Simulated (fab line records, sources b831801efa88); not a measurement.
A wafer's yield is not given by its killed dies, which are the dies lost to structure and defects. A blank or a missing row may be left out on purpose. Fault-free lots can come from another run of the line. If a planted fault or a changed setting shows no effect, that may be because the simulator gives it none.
fab line records	flow sky130
record: lots: 6	wafers: 18	lastDay: 50
route steps=708 shown VIA3@588 METAL4@598 CAP2M@603 PAD_OPEN@708
lots that met no fault: from a run of the same line without faults
startH: the number of hours between the record's first day and the start of the first shown wafer of the lot	waitH: hours from the lot's prior step to this one	" unchanged from the row above	L1.1+2: one row covering several wafers at once	- no value, or no start was given	* or withheld: withheld	< > ~ a bound
route shown NAME@n: names a module that has steps shown in the file, with the first one's number in the route	usual: the fault-free wafers' mean and standard deviation	same: alike in all rows	chamber/n: place in a boat	sites: the reading at each site	_std_site: the values' standard deviation	_edge_site: outer sites' mean less inner sites'	radiusMm: how far each site lies from the wafer's centre	mask NAME#n: copy n	behind: the tool/chamber that last shaped the wafer	hold: the reason the lot was held/the length of the hold in hours/how it ended	device: whichever transistor did not switch (one of n, p or np)	end of line: the tests these same wafers got at the end of their route	step lacking rows: just its recipe	killed: at the first sort, the dies lost to defects and structure; wafer yield is something else	map: a wafer's dies, marking killed ones x, the rest . and places with no die _
set.NAME: setting as actually run; set.NAME@STEP: the setting as run at that earlier step	model.NAME: the simulator's own value behind a step, which no gauge read
lots seen at some steps along the route; tables by step, rows by wafer
services: from which hour (startH, from the record's first day; less than 0 if before it) a tool's chamber was out of use, for how many hours, and why
== steps ==
step: SKY_VIA3_ETCH_15
recipe: target: SiO2	chemistry: C4F8/O2/Ar	targetDepthNm: 507	stopOn: TiN	maskMaterial: KrF-thick	sourceW: 1500	biasW: 1200	pressureMtorr: 40	c4f8FlowSccm: withheld	O2_flow_sccm: 6	Ar_flow_sccm: 300	timeS: 78
step: SKY_VIA3_STRIP_16
recipe: chemistry: O2/N2	powerW: 1400	pressureMtorr: 1500	platenTempC: withheld	o2FlowSccm: 3000	n2FlowSccm: 300	overashFraction: 0.5
usual: drypumpMotorCurrentA: 5.65/0.17	oesProductAu: 0.402/0.0042	stripTimeToEndpointS: 4.130/0.02
lot.wafer	tool	chamber	startH	waitH	drypumpMotorCurrentA	oesProductAu	rfHoursCounterH	stripTimeToEndpointS
L230.4	plasmaAsher-03	1	966.06	0.1	5.43	0.400	-	4.123
L230.5	"	1	"	"	5.42	0.399	-	4.094
L230.6	"	0	"	"	5.87	0.403	-	4.137
L231.1	plasmaAsher-01	0	967.73	0.0	5.51	0.411	54	4.158
L231.4	"	1	"	"	5.76	0.398	-	4.132
L231.5	"	0	"	"	5.50	0.403	-	4.160
L239.1	plasmaAsher-02	1	1021.08	0.0	5.86	0.405	87	4.165
L239.2	"	0	"	"	5.61	0.406	87	4.141
L239.5	"	0	"	"	5.61	0.403	-	4.128
L240.1	plasmaAsher-01	0	1032.68	0.0	5.47	0.402	60	4.147
L240.3	"	1	"	"	5.72	0.401	-	4.128
L240.5	"	1	"	"	5.75	0.407	-	4.134
L244.2	plasmaAsher-02	1	1056.83	0.0	5.88	0.399	90	4.142
L244.3	"	1	"	"	5.86	0.408	-	4.116
L244.6	"	1	"	"	5.87	0.406	-	4.127
L248.4	plasmaAsher-03	1	1082.56	0.1	5.39	0.405	-	4.132
L248.5	"	1	"	"	5.40	0.401	-	4.116
L248.6	"	0	"	"	5.87	0.398	-	4.107
step: SKY_VIA3_STRIP_17
recipe: chemistry: postEtchResidueRemover	timeS: 1200	tempC: 72.5
step: SKY_VIA3_CLEAN_18
recipe: chemistry: IPA	timeS: 180	tempC: 25
step: SKY_VIA3_CLEAN_19
recipe: chemistry: O3/DIW	dry: n2Spin
step: SKY_VIA3_SPUTTER_20
recipe: material: TiN	targetThkNm: 20	chamberPressurePa: 5	powerW: 4000	timeS: 80
usual: throttleValvePct: 30.1/0.79
lot.wafer	tool	chamber	startH	waitH	throttleValvePct
L230.4	pvdSputter-02	-	966.65	0.0	31.4
L230.5	"	-	"	"	29.9
L230.6	"	-	"	"	29.1
L231.1	pvdSputter-01	-	968.33	0.0	30.1
L231.4	"	-	"	"	30.5
L231.5	"	-	"	"	30.0
L239.1	pvdSputter-01	-	1021.67	0.0	30.0
L239.2	"	-	"	"	30.6
L239.5	"	-	"	"	31.0
L240.1	pvdSputter-02	-	1033.27	0.0	31.6
L240.3	"	-	"	"	30.1
L240.5	"	-	"	"	30.2
L244.2	pvdSputter-01	-	1057.46	0.0	31.0
L244.3	"	-	"	"	30.0
L244.6	"	-	"	"	30.6
L248.4	pvdSputter-03	-	1083.12	0.0	29.9
L248.5	"	-	"	"	29.5
L248.6	"	-	"	"	30.2
step: SKY_VIA3_CVD_21
recipe: material: W	targetThkNm: 390	timeS: 117.31	tempC: 400	pressureTorr: 40
step: SKY_VIA3_RS_MEAS_22
recipe: thkMeasGauge: four-point-probe	reads: W_of_VIA3_CVD_21+TiN_of_VIA3_SPUTTER_20
usual: VIA3_W_RS: 0.297/0.0033
lot.wafer	tool	chamber	startH	waitH	VIA3_W_RS[ohm/sq]
L230.4	filmMetro-02	-	966.86	0.1	0.295
L230.5	"	-	"	"	0.296
L230.6	"	-	"	"	0.296
L231.1	filmMetro-02	-	968.51	0.1	0.298
L231.4	"	-	"	"	0.297
L231.5	"	-	"	"	0.296
L239.1	filmMetro-02	-	1021.98	0.2	0.292
L239.2	"	-	"	"	0.295
L239.5	"	-	"	"	0.295
L240.1	filmMetro-02	-	1033.46	0.1	0.293
L240.3	"	-	"	"	0.296
L240.5	"	-	"	"	0.293
L244.2	filmMetro-01	-	1057.66	0.1	0.294
L244.3	"	-	"	"	0.293
L244.6	"	-	"	"	0.291
L248.4	filmMetro-02	-	1083.37	0.1	0.298
L248.5	"	-	"	"	0.300
L248.6	"	-	"	"	0.300
step: SKY_VIA3_THK_MEAS_23
recipe: thkMeasGauge: xrf	reads: W_of_VIA3_CVD_21
usual: VIA3_W_THK: 385/5.3
lot.wafer	tool	chamber	startH	waitH	VIA3_W_THK[nm]
L230.4	filmMetro-02	-	966.95	0.1	391
L230.5	"	-	"	"	388
L230.6	"	-	"	"	391
L231.1	filmMetro-02	-	968.63	0.1	386
L231.4	"	-	"	"	389
L231.5	"	-	"	"	387
L239.1	filmMetro-02	-	1022.10	0.1	391
L239.2	"	-	"	"	385
L239.5	"	-	"	"	388
L240.1	filmMetro-02	-	1033.58	0.1	392
L240.3	"	-	"	"	387
L240.5	"	-	"	"	391
L244.2	filmMetro-01	-	1057.77	0.1	382
L244.3	"	-	"	"	382
L244.6	"	-	"	"	386
L248.4	filmMetro-02	-	1083.46	0.1	385
L248.5	"	-	"	"	382
L248.6	"	-	"	"	380
step: SKY_VIA3_CMP_24
recipe: stopOn: SiO2	tOverpolishS: 20	downForcePsi: 3.5	platenRpm: 60	targetThkNm: 0	padVelocityMS: 0.94248
usual: motorCurrentA: 11.3/1.1	overpolishRunS: 20.000/0.0087	platenRpm: 60.01/0.043	slurryFlowMlMin: 150.0/0.51	timeToEndpointS: 93/3
lot.wafer	tool	chamber	startH	waitH	motorCurrentA	overpolishRunS	platenRpm	slurryFlowMlMin	timeToEndpointS
L230.4	cmp-02	2	967.03	0.1	13.0	19.993	59.97	150.1	95
L230.6	"	1	"	"	12.7	20.012	60.00	149.8	96
L230.5	"	2	"	"	12.4	19.976	60.00	150.1	93
L231.1	cmp-02	3	968.69	0.1	10.7	20.000	59.96	149.7	96
L231.4	"	0	"	"	9.6	20.012	60.05	149.9	95
L231.5	"	0	"	"	9.2	19.979	60.08	150.2	94
L239.2	cmp-02	1	1022.21	0.1	13.0	19.998	59.99	148.7	94
L239.1	"	3	"	"	11.2	20.010	59.98	150.1	98
L239.5	"	1	"	"	13.3	20.005	60.02	150.0	98
L240.3	cmp-01	3	1033.74	0.1	11.4	19.994	60.02	149.7	95
L240.1	"	0	"	"	11.0	20.000	60.00	149.4	94
L240.5	"	2	"	"	10.2	20.007	59.99	149.3	95
L244.3	cmp-01	1	1058.09	0.3	11.9	19.998	60.00	150.0	93
L244.2	"	3	"	"	10.6	20.013	60.07	149.6	94
L244.6	"	1	"	"	11.9	19.993	59.98	149.6	93
L248.4	cmp-02	1	1083.57	0.1	12.8	19.992	60.02	150.8	92
L248.6	"	0	"	"	9.6	20.013	60.02	149.9	94
L248.5	"	1	"	"	12.8	20.005	60.02	150.0	93
step: SKY_METAL4_SPUTTER_00
recipe: material: Ti	targetThkNm: 15	powerW: 3000	timeS: 10	chamberPressurePa: 0.4
step: SKY_METAL4_SPUTTER_01
recipe: material: TiN	targetThkNm: 20	powerW: 6500	timeS: 16.7	chamberPressurePa: 0.4
step: SKY_METAL4_SPUTTER_02
recipe: material: AlCu	targetThkNm: 735	powerW: 10600	timeS: 39.1	chamberPressurePa: 0.4
usual: throttleValvePct: 30.3/0.72
lot.wafer	tool	chamber	startH	waitH	throttleValvePct	model.AlCu_of_METAL4_SPUTTER_02.thkNm
L230.4	pvdSputter-04	-	967.33	0.0	30.3	728.2
L230.5	"	-	"	"	30.0	733.4
L230.6	"	-	"	"	31.7	736.6
L231.1	pvdSputter-03	-	969.04	0.0	30.9	726.8
L231.4	"	-	"	"	30.2	726.2
L231.5	"	-	"	"	30.2	727.5
L239.1	pvdSputter-03	-	1022.50	0.0	29.9	736.7
L239.2	"	-	"	"	31.1	733.9
L239.5	"	-	"	"	29.6	735.5
L240.1	pvdSputter-03	-	1033.99	0.0	29.8	744.6
L240.3	"	-	"	"	30.9	739.9
L240.5	"	-	"	"	30.0	735.1
L244.2	pvdSputter-04	-	1058.44	0.0	29.4	961
L244.3	"	-	"	"	32.0	957.4
L244.6	"	-	"	"	29.3	957.6
L248.4	pvdSputter-04	-	1083.87	0.0	30.2	946.9
L248.5	"	-	"	"	31.8	944.2
L248.6	"	-	"	"	30.2	940.6
step: SKY_METAL4_SPUTTER_03
recipe: material: Ti	targetThkNm: 5	powerW: 3000	timeS: 3.3	chamberPressurePa: 0.4
step: SKY_METAL4_SPUTTER_04
recipe: material: TiN	targetThkNm: 70	powerW: 6500	timeS: 58.3	chamberPressurePa: 0.4
usual: throttleValvePct: 30.3/0.72
lot.wafer	tool	chamber	startH	waitH	throttleValvePct
L230.4	pvdSputter-04	-	967.39	0.0	29.9
L230.5	"	-	"	"	30.2
L230.6	"	-	"	"	31.6
L231.1	pvdSputter-03	-	969.09	0.0	31.2
L231.4	"	-	"	"	29.9
L231.5	"	-	"	"	30.1
L239.1	pvdSputter-03	-	1022.56	0.0	29.9
L239.2	"	-	"	"	31.1
L239.5	"	-	"	"	29.7
L240.1	pvdSputter-03	-	1034.04	0.0	29.7
L240.3	"	-	"	"	30.9
L240.5	"	-	"	"	30.1
L244.2	pvdSputter-04	-	1058.50	0.0	29.4
L244.3	"	-	"	"	31.4
L244.6	"	-	"	"	29.4
L248.4	pvdSputter-04	-	1083.93	0.0	30.5
L248.5	"	-	"	"	31.8
L248.6	"	-	"	"	30.1
step: SKY_CAP2M_CVD_00
recipe: material: SiO2	targetThkNm: 15.5	tempC: 400	timeS: withheld	rfW: 450
step: SKY_CAP2M_THK_MEAS_01
recipe: reads: SiO2_of_CAP2M_CVD_00
usual: CAP2M_CVD_00_THK: 15.45/0.18
lot.wafer	tool	chamber	startH	waitH	CAP2M_CVD_00_THK[nm]
L230.4	filmMetro-02	-	967.49	-	15.59
L230.5	"	-	"	"	15.52
L230.6	"	-	"	"	15.60
L231.1	filmMetro-02	-	969.17	-	15.23
L231.4	"	-	"	"	15.18
L231.5	"	-	"	"	15.56
L239.1	filmMetro-02	-	1022.63	-	15.23
L239.2	"	-	"	"	15.02
L239.5	"	-	"	"	15.62
L240.1	filmMetro-04	-	1034.11	-	15.73
L240.3	"	-	"	"	15.79
L240.5	"	-	"	"	16.04
L244.2	filmMetro-02	-	1058.58	-	15.31
L244.3	"	-	"	"	15.25
L244.6	"	-	"	"	15.54
L248.4	filmMetro-04	-	1084.03	-	15.53
L248.5	"	-	"	"	15.51
L248.6	"	-	"	"	15.60
step: SKY_CAP2M_SPUTTER_02
recipe: material: TiN	targetThkNm: 200	tempC: 300	powerW: 6500	timeS: 166.7	chamberPressurePa: 0.4
step: SKY_CAP2M_RS_MEAS_03
recipe: thkMeasGauge: four-point-probe	reads: TiN_of_CAP2M_SPUTTER_02
usual: CAP2M_TIN_RS: 6.90/0.068
lot.wafer	tool	chamber	startH	waitH	CAP2M_TIN_RS[ohm/sq]
L230.4	filmMetro-01	-	967.69	0.1	7.01
L230.5	"	-	"	"	6.93
L230.6	"	-	"	"	6.91
L231.1	filmMetro-04	-	969.33	0.1	6.87
L231.4	"	-	"	"	6.84
L231.5	"	-	"	"	6.86
L239.1	filmMetro-01	-	1022.80	0.1	6.80
L239.2	"	-	"	"	6.83
L239.5	"	-	"	"	6.78
L240.1	filmMetro-04	-	1034.28	0.1	6.89
L240.3	"	-	"	"	6.87
L240.5	"	-	"	"	6.92
L244.2	filmMetro-04	-	1058.76	0.1	6.94
L244.3	"	-	"	"	6.91
L244.6	"	-	"	"	6.93
L248.4	filmMetro-04	-	1084.23	0.1	6.88
L248.5	"	-	"	"	7.00
L248.6	"	-	"	"	7.00
step: SKY_CAP2M_THK_MEAS_04
recipe: thkMeasGauge: xrf	reads: TiN_of_CAP2M_SPUTTER_02
usual: CAP2M_TIN_THK: 199.7/2
lot.wafer	tool	chamber	startH	waitH	CAP2M_TIN_THK[nm]
L230.4	filmMetro-01	-	967.78	0.1	196.4
L230.5	"	-	"	"	198.7
L230.6	"	-	"	"	200.0
L231.1	filmMetro-04	-	969.45	0.1	199.4
L231.4	"	-	"	"	200.5
L231.5	"	-	"	"	199.8
L239.1	filmMetro-01	-	1022.92	0.1	203.5
L239.2	"	-	"	"	202.8
L239.5	"	-	"	"	203.2
L240.1	filmMetro-04	-	1034.40	0.1	200.1
L240.3	"	-	"	"	200.9
L240.5	"	-	"	"	199.1
L244.2	filmMetro-04	-	1058.87	0.1	198.1
L244.3	"	-	"	"	198.8
L244.6	"	-	"	"	198.7
L248.4	filmMetro-04	-	1084.32	0.1	199.9
L248.5	"	-	"	"	196.1
L248.6	"	-	"	"	196.4
step: SKY_CAP2M_DEHYDRATE_05
recipe: tempC: 200	timeS: 60
step: SKY_CAP2M_HMDS_06
recipe: primeTimeS: 60	primeTempC: 120
step: SKY_CAP2M_COAT_07
recipe: resist: NOVOLAK	spinRpm: 3000	resistThkNm: 1140
step: SKY_CAP2M_SOFTBAKE_08
recipe: tempC: 90	timeS: 60	resist: NOVOLAK
step: SKY_CAP2M_EXPOSE_09
recipe: maskId: CAP2M	na: 0.6	sourceShape: conventional	sigmaOuter: 0.6	polarization: unpolarized	targetCdNm: 1000	doseMj: 159
step: SKY_CAP2M_PEB_10
recipe: tempC: withheld	timeS: *	resist: NOVOLAK
step: SKY_CAP2M_DEVELOP_11
recipe: resist: NOVOLAK	developer: TMAH	developTimeS: 60	devTempC: 23
step: SKY_CAP2M_OVL_MEAS_12
usual: CAP2M_OVL: 0.2/1.3
lot.wafer	tool	chamber	startH	waitH	CAP2M_OVL[nm]
L230.4	overlay-01	-	991.15	0.1	-1.7
L230.5	"	-	"	"	1.3
L230.6	"	-	"	"	-1.2
L231.1	overlay-01	-	993.32	0.1	0.2
L231.4	"	-	"	"	-2.1
L231.5	"	-	"	"	0.1
L239.1	overlay-02	-	1044.68	0.1	0.2
L239.2	"	-	"	"	0.9
L239.5	"	-	"	"	0.1
L240.1	overlay-02	-	1056.42	0.1	1.0
L240.3	"	-	"	"	1.2
L240.5	"	-	"	"	1.1
L244.2	overlay-01	-	1079.89	0.1	0.1
L244.3	"	-	"	"	-0.8
L244.6	"	-	"	"	0.0
L248.4	overlay-02	-	1105.54	0.1	-0.4
L248.5	"	-	"	"	0.3
L248.6	"	-	"	"	-1.6
step: SKY_CAP2M_METAL_ETCH_13
recipe: targetDepthNm: 220	stopOn: SiO2	chemistry: Cl2/BCl3	target: TiN	pressureMtorr: 10	icpW: 900	biasW: 48.5	Cl2_flow_sccm: 60	bcl3FlowSccm: 30	timeS: 62.9
usual: biasW: 48.46/0.15	drypumpMotorCurrentA: 5.7/0.51	oesProductAu: 0.942/0.0071	throttleValvePct: 21.902/0.01
lot.wafer	tool	chamber	startH	waitH	biasW	drypumpMotorCurrentA	oesProductAu	rfHoursCounterH	throttleValvePct
L230.4	rieMetal-02	0	991.20	0.0	48.60	6.4	0.935	-	21.916
L230.5	"	1	"	"	48.51	5.2	0.934	-	21.926
L230.6	"	0	"	"	48.45	6.4	0.932	-	21.906
L231.1	rieMetal-03	0	993.36	0.0	48.51	5.5	0.943	2	21.909
L231.4	"	0	"	"	48.76	5.5	0.952	-	21.910
L231.5	"	0	"	"	48.57	5.5	0.933	-	21.899
L239.1	rieMetal-02	0	1044.72	0.0	48.28	6.4	0.963	4	21.890
L239.2	"	1	"	"	48.51	5.2	0.943	9	21.899
L239.5	"	1	"	"	48.48	5.2	0.959	-	21.889
L240.1	rieMetal-04	0	1056.46	0.0	48.32	6.4	0.945	10	21.898
L240.3	"	1	"	"	48.34	5.3	0.944	-	21.894
L240.5	"	0	"	"	48.59	6.4	0.939	-	21.922
L244.2	rieMetal-02	0	1079.92	0.0	48.23	6.4	0.936	6	21.913
L244.3	"	1	"	"	48.41	5.2	0.943	-	21.911
L244.6	"	0	"	"	48.36	6.4	0.939	-	21.894
L248.4	rieMetal-02	1	1105.64	0.1	48.43	5.2	0.952	-	21.893
L248.5	"	1	"	"	48.63	5.2	0.926	-	21.891
L248.6	"	1	"	"	48.50	5.2	0.933	-	21.903
step: SKY_CAP2M_STRIP_14
recipe: chemistry: O2/N2	powerW: 1400	pressureMtorr: 1500	platenTempC: withheld	o2FlowSccm: 3000	n2FlowSccm: 300	overashFraction: 0.5
step: SKY_CAP2M_STRIP_15
recipe: chemistry: postEtchResidueRemover	timeS: 1200	tempC: 72.5
step: SKY_CAP2M_CLEAN_16
recipe: chemistry: IPA	timeS: 180	tempC: 25
step: SKY_CAP2M_CLEAN_17
recipe: chemistry: O3/DIW	dry: n2Spin
step: SKY_METAL4_DEHYDRATE_05
recipe: tempC: 200	timeS: 60
step: SKY_METAL4_HMDS_06
recipe: primeTimeS: 60	primeTempC: 120
step: SKY_METAL4_COAT_07
recipe: resist: BARC	tempC: withheld	timeS: withheld	spinRpm: 3000	resistThkNm: 60
step: SKY_METAL4_COAT_08
recipe: resist: KrF-thick	spinRpm: 3000	resistThkNm: 1140
step: SKY_METAL4_SOFTBAKE_09
recipe: tempC: 100	timeS: 90	resist: KrF-thick
step: SKY_METAL4_EXPOSE_10
recipe: maskId: MM4	na: 0.68	sourceShape: annular	sigmaInner: 0.4	sigmaOuter: 0.8	targetCdNm: 300	doseMj: 28
step: SKY_METAL4_PEB_11
recipe: pebTempC: withheld	pebTimeS: withheld	resist: KrF-thick
step: SKY_METAL4_DEVELOP_12
recipe: developTimeS: 60	resist: KrF-thick	devTempC: 21
step: SKY_METAL4_CD_MEAS_13
recipe: targetCdNm: 300
usual: cdNm: 300.0/1.4
lot.wafer	tool	chamber	startH	waitH	cdNm
L230.4	cdSem-01	-	1015.19	-	297.5
L230.5	"	-	"	"	299.0
L230.6	"	-	"	"	299.3
L231.1	cdSem-02	-	1017.58	-	300.8
L231.4	"	-	"	"	301.3
L231.5	"	-	"	"	301.0
L239.1	cdSem-02	-	1066.83	-	303.3
L239.2	"	-	"	"	303.4
L239.5	"	-	"	"	303.8
L240.1	cdSem-02	-	1078.93	-	301.2
L240.3	"	-	"	"	300.0
L240.5	"	-	"	"	300.7
L244.2	cdSem-01	-	1101.94	-	299.6
L244.3	"	-	"	"	299.0
L244.6	"	-	"	"	300.4
L248.4	cdSem-02	-	1126.49	-	301.6
L248.5	"	-	"	"	302.0
L248.6	"	-	"	"	300.8
step: SKY_METAL4_METAL_ETCH_18
recipe: targetDepthA: 8450	stopOn: SiO2	overEtchFrac: 0.3	timeS: 183.1	chemistry: Cl2/BCl3	resistSidewallDeg: 88	pressureMtorr: 10	icpW: 900	biasW: 48.5	Cl2_flow_sccm: 60	bcl3FlowSccm: 30
usual: biasW: 48.51/0.15	drypumpMotorCurrentA: 5.7/0.41	oesProductAu: 0.867/0.0056	throttleValvePct: 22.265/0.0089
lot.wafer	tool	chamber	startH	waitH	biasW	drypumpMotorCurrentA	oesProductAu	rfHoursCounterH	throttleValvePct
L230.4	rieMetal-04	1	1015.50	0.1	48.54	5.3	0.862	-	22.264
L230.5	"	1	"	"	48.56	5.3	0.866	-	22.278
L230.6	"	0	"	"	48.47	6.3	0.876	-	22.268
L231.1	rieMetal-04	0	1017.89	0.0	48.54	6.3	0.857	8	22.286
L231.4	"	1	"	"	48.50	5.3	0.856	-	22.272
L231.5	"	1	"	"	48.75	5.3	0.856	-	22.248
L239.1	rieMetal-01	1	1067.14	0.0	48.54	5.7	0.870	25	22.266
L239.2	"	0	"	"	48.53	5.2	0.861	19	22.261
L239.5	"	0	"	"	48.61	5.2	0.874	-	22.256
L240.1	rieMetal-04	1	1079.24	0.0	48.45	5.3	0.870	16	22.267
L240.3	"	1	"	"	48.55	5.3	0.873	-	22.264
L240.5	"	0	"	"	48.67	6.3	0.872	-	22.269
L244.2	rieMetal-04	1	1102.28	0.1	48.59	5.3	0.990	-	22.249
L244.3	"	1	"	"	48.70	5.3	0.986	-	22.264
L244.6	"	1	"	"	48.74	5.3	0.994	-	22.268
L248.4	rieMetal-03	1	1126.98	0.2	48.67	5.7	0.974	-	22.269
L248.5	"	1	"	"	48.75	5.7	0.982	-	22.260
L248.6	"	1	"	"	48.57	5.7	0.981	-	22.273
step: SKY_PAD_OPEN_PROBE_99
lot.wafer	tool	chamber	startH	waitH	model.etest.met4Comb.leakLog10AUm	model.etest.met4.lineOhmUm	model.etest.met4.rsOhmSq
L230.4	prober-01	-	1107.29	0.2	-12.01	0.1442	0.04303
L230.5	prober-01	-	1107.34	0.2	-12.09	0.1434	0.04288
L230.6	prober-01	-	1107.39	0.2	-12.23	0.1427	0.04327
L231.1	prober-01	-	1110.84	0.1	-12	0.1449	0.04374
L231.4	prober-01	-	1110.99	0.2	-12.05	0.1445	0.04348
L231.5	prober-01	-	1111.04	0.2	-11.83	0.1422	0.04291
L239.1	prober-01	-	1153.43	0.1	-12.13	0.1396	0.04256
L239.2	prober-01	-	1153.48	0.1	-12.08	0.1437	0.04281
L239.5	prober-01	-	1153.63	0.2	-12.12	0.1413	0.04222
L240.1	prober-02	-	1162.85	0.1	-12.04	0.1397	0.04242
L240.3	prober-02	-	1162.95	0.2	-12.03	0.1403	0.04213
L240.5	prober-02	-	1163.05	0.2	-11.97	0.1403	0.04248
L248.4	prober-02	-	1202.99	0.2	-7.663	0.1099	0.03287
L248.5	prober-02	-	1203.04	0.2	-8.13	0.1092	0.033
L248.6	prober-02	-	1203.09	0.2	-7.953	0.1097	0.03347
killed by level:class
L230.4 VIA1:geometricParticle:open=10 LI_CONTACT:geometricParticle:open=8 CONTACT:geometricParticle:short=6 VIA1:geometricParticle:short=6 LI_CONTACT:geometricParticle:short=5 VIA2:geometricParticle:open=5 FIELD_ISO:geometricParticle:open=4 CONTACT:geometricParticle:open=4
L230.5 CONTACT:geometricParticle:open=10 VIA1:geometricParticle:open=8 LI_CONTACT:geometricParticle:open=7 METAL2:geometricParticle:short=7 VIA2:geometricParticle:open=6 VIA1:geometricParticle:short=6 CONTACT:geometricParticle:short=5 POLY_GATE:geometricParticle:short=4
L230.6 VIA3:geometricParticle:open=9 VIA1:geometricParticle:short=8 CONTACT:geometricParticle:open=8 VIA1:geometricParticle:open=7 LI_CONTACT:geometricParticle:open=5 VIA2:geometricParticle:open=5 FIELD_ISO:geometricParticle:short=4 POLY_GATE:geometricParticle:open=4
L231.1 CONTACT:geometricParticle:open=9 VIA1:geometricParticle:short=9 FIELD_ISO:geometricParticle:short=7 VIA2:geometricParticle:short=7 LI_CONTACT:geometricParticle:open=7 VIA1:geometricParticle:open=7 VIA2:geometricParticle:open=7 METAL2:geometricParticle:short=6
L231.4 VIA1:geometricParticle:open=16 CONTACT:geometricParticle:open=8 VIA3:geometricParticle:open=7 VIA2:geometricParticle:open=6 METAL1:geometricParticle:short=5 VIA1:geometricParticle:short=5 FIELD_ISO:geometricParticle:open=4 FIELD_ISO:geometricParticle:short=4
L231.5 VIA1:geometricParticle:open=16 VIA3:geometricParticle:open=11 VIA2:geometricParticle:open=9 VIA1:geometricParticle:short=8 FIELD_ISO:geometricParticle:open=5 METAL2:geometricParticle:short=5 FIELD_ISO:geometricParticle:short=4 POLY_GATE:geometricParticle:short=4
L239.1 METAL1:geometricParticle:short=10 CONTACT:geometricParticle:open=8 CONTACT:geometricParticle:short=8 VIA2:geometricParticle:open=7 LI_CONTACT:geometricParticle:open=6 VIA3:geometricParticle:open=5 VIA1:geometricParticle:short=5 METAL4:geometricParticle:short=5
L239.2 CONTACT:geometricParticle:open=14 METAL1:geometricParticle:short=9 VIA1:geometricParticle:open=9 VIA2:geometricParticle:open=7 VIA3:geometricParticle:open=7 VIA1:geometricParticle:short=6 LI_CONTACT:geometricParticle:open=5 METAL2:geometricParticle:short=5
L239.5 LI_CONTACT:geometricParticle:open=18 CONTACT:geometricParticle:open=11 VIA2:geometricParticle:open=7 VIA1:geometricParticle:short=6 FIELD_ISO:geometricParticle:short=5 VIA2:geometricParticle:short=5 VIA1:geometricParticle:open=5 SPACER:geometricParticle:open=4
L240.1 CONTACT:geometricParticle:open=10 VIA2:geometricParticle:open=8 LI_CONTACT:geometricParticle:open=7 VIA3:geometricParticle:open=7 METAL1:geometricParticle:short=6 SPACER:geometricParticle:short=4 VIA1:geometricParticle:open=4 FIELD_ISO:geometricParticle:open=3
L240.3 CONTACT:geometricParticle:open=12 VIA1:geometricParticle:open=10 METAL3:geometricParticle:short=8 METAL1:geometricParticle:short=6 FIELD_ISO:geometricParticle:open=5 METAL2:geometricParticle:short=5 VIA2:geometricParticle:open=5 FIELD_ISO:geometricParticle:short=4
L240.5 METAL1:geometricParticle:short=12 FIELD_ISO:geometricParticle:short=10 VIA1:geometricParticle:open=7 METAL2:geometricParticle:short=7 VIA2:geometricParticle:open=7 CONTACT:geometricParticle:open=6 FIELD_ISO:geometricParticle:open=5 CONTACT:geometricParticle:short=5
== services ==
tool	chamber	startH	hours	kind
plasmaAsher-03	-	949.05	14.6	pm
pvdSputter-01	-	953.55	0.6	repair
rieMetal-03	-	959.78	0.1	repair
rieMetal-03	-	988.28	4.3	pm
pvdSputter-03	3	990.95	-	consumableReplace:kit
rieMetal-02	-	1000.08	1.2	repair
plasmaAsher-02	-	1001.02	6.4	repair
pvdSputter-04	-	1002.12	4.5	repair
rieMetal-04	-	1033.62	2.8	pm
cmp-01	-	1042.19	10.5	pm
pvdSputter-01	-	1046.20	4.0	repair
pvdSputter-02	-	1054.42	3.2	repair
cmp-02	-	1054.84	4.6	pm
plasmaAsher-02	-	1081.60	10.9	repair
cmp-02	-	1084.12	4.0	pm
pvdSputter-04	-	1093.18	4.2	repair
rieMetal-01	1	1093.26	3.6	repair
plasmaAsher-02	-	1094.85	2.6	repair
rieMetal-02	0	1095.10	13.4	repair
rieMetal-03	-	1096.40	2.8	pm
cmp-02	-	1099.61	0.3	repair
cmp-02	-	1100.02	0.6	repair
pvdSputter-02	-	1111.53	1.7	repair
rieMetal-03	0	1121.30	18.7	repair
== key ==
firstSign: step: SKY_METAL4_METAL_ETCH_18	reading: oesProductAu	direction: up	sigmas: 21	usual: 0.867	struck: 0.984
effect none on later readings
modelEffect: step: SKY_METAL4_SPUTTER_02	value: AlCu_of_METAL4_SPUTTER_02.thkNm	without: 741.9	struck: 951.3
modelEffect: step: SKY_PAD_OPEN_PROBE_99	value: etest.met4Comb.leakLog10AUm	without: -12.11	struck: -7.915
metAt SKY_METAL4_SPUTTER_02
struckWafers L244.2,L244.3,L244.6,L248.4,L248.5,L248.6
sortLeftOut L244.2,L244.3,L244.6,L248.4,L248.5,L248.6
onsetBetween 967.33 1058.44
alsoFits time
fault: kind: processParameterDrift	tool: pvdSputter-04	chamber: -	onsetH: 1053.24	steps: SKY_METAL4_SPUTTER_02	channel: timeS	offset: *	shape: step	endH: 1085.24	actsIn: *	stated: *
sortLeftOut: the simulated sort isn't trusted on such a fault, so these wafers' sort isn't shown, and their yield isn't known
